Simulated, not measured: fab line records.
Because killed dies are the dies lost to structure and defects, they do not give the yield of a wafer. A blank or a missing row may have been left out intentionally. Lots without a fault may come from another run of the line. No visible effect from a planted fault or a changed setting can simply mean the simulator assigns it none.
Chamber matching || flow gf180mcu || cmp-01 running GF_V5_CMP_26: 4 sister chambers
The step polishes, stops on SiO2, t overpolish 15 s, target thk 0 nm. 4 wafers are shown with their chamber, then 12 later ones without.

## WAFERS PAIRED WITH THEIR CHAMBERS
{"wafer": "L087.5", "chamber": 3, "motor-current-A (A)": 10.8}
{"wafer": "L088.2", "chamber": 2, "motor-current-A (A)": 12.2}
{"wafer": "L088.3", "chamber": 0, "motor-current-A (A)": 10.8}
{"wafer": "L088.6", "chamber": 1, "motor-current-A (A)": 12.1}

## WAFERS WITHOUT THEIR CHAMBER
{"wafer": "L091.1", "motor-current-A (A)": 11.1}
{"wafer": "L091.2", "motor-current-A (A)": 10.9}
{"wafer": "L091.3", "motor-current-A (A)": 11.6}
{"wafer": "L092.1", "motor-current-A (A)": 11.9}
{"wafer": "L092.3", "motor-current-A (A)": 12.8}
{"wafer": "L092.4", "motor-current-A (A)": 10.2}
{"wafer": "L093.1", "motor-current-A (A)": 11.2}
{"wafer": "L093.2", "motor-current-A (A)": 12.1}
{"wafer": "L093.6", "motor-current-A (A)": 11.7}
{"wafer": "L096.1", "motor-current-A (A)": 11.6}
{"wafer": "L096.2", "motor-current-A (A)": 10.6}
{"wafer": "L096.4", "motor-current-A (A)": 10.7}

## CHAMBER TAKEN BY EACH
{"wafer": "L091.1", "from the rows above": "can't be placed: 0 or 3 or 1", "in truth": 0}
{"wafer": "L091.2", "from the rows above": "can't be placed: 0 or 3", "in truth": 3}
{"wafer": "L091.3", "from the rows above": "can't be placed: 1 or 2 or 0 or 3", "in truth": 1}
{"wafer": "L092.1", "from the rows above": "can't be placed: 1 or 2", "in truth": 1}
{"wafer": "L092.3", "from the rows above": "can't be placed: 2 or 1", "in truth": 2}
{"wafer": "L092.4", "from the rows above": "can't be placed: 0 or 3", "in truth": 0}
{"wafer": "L093.1", "from the rows above": "can't be placed: 0 or 3 or 1 or 2", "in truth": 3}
{"wafer": "L093.2", "from the rows above": "can't be placed: 1 or 2", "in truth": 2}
{"wafer": "L093.6", "from the rows above": "can't be placed: 1 or 2 or 0 or 3", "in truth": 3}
{"wafer": "L096.1", "from the rows above": "can't be placed: 1 or 2 or 0 or 3", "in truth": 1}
{"wafer": "L096.2", "from the rows above": "can't be placed: 0 or 3", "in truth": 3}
{"wafer": "L096.4", "from the rows above": "can't be placed: 0 or 3", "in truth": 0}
Correctly placed: 0 of 12. Unplaceable from these rows: 12, with the true chamber sitting among the candidates in 12. 0 placed wrongly.
How it was worked out, from the rows above alone: a wafer's distance from a chamber is the root of the sum, over the readings, of the square of ((its reading less the chamber's mean) divided by the reading's scatter). The wafer belongs to the nearest chamber; if the next one is less than 2 further off, it can't be placed. A chamber's mean is the mean of its shown wafers. The scatter (one wafer shown for each chamber): square how far every hidden wafer sits from the nearest shown wafer, average those squares and take the square root.
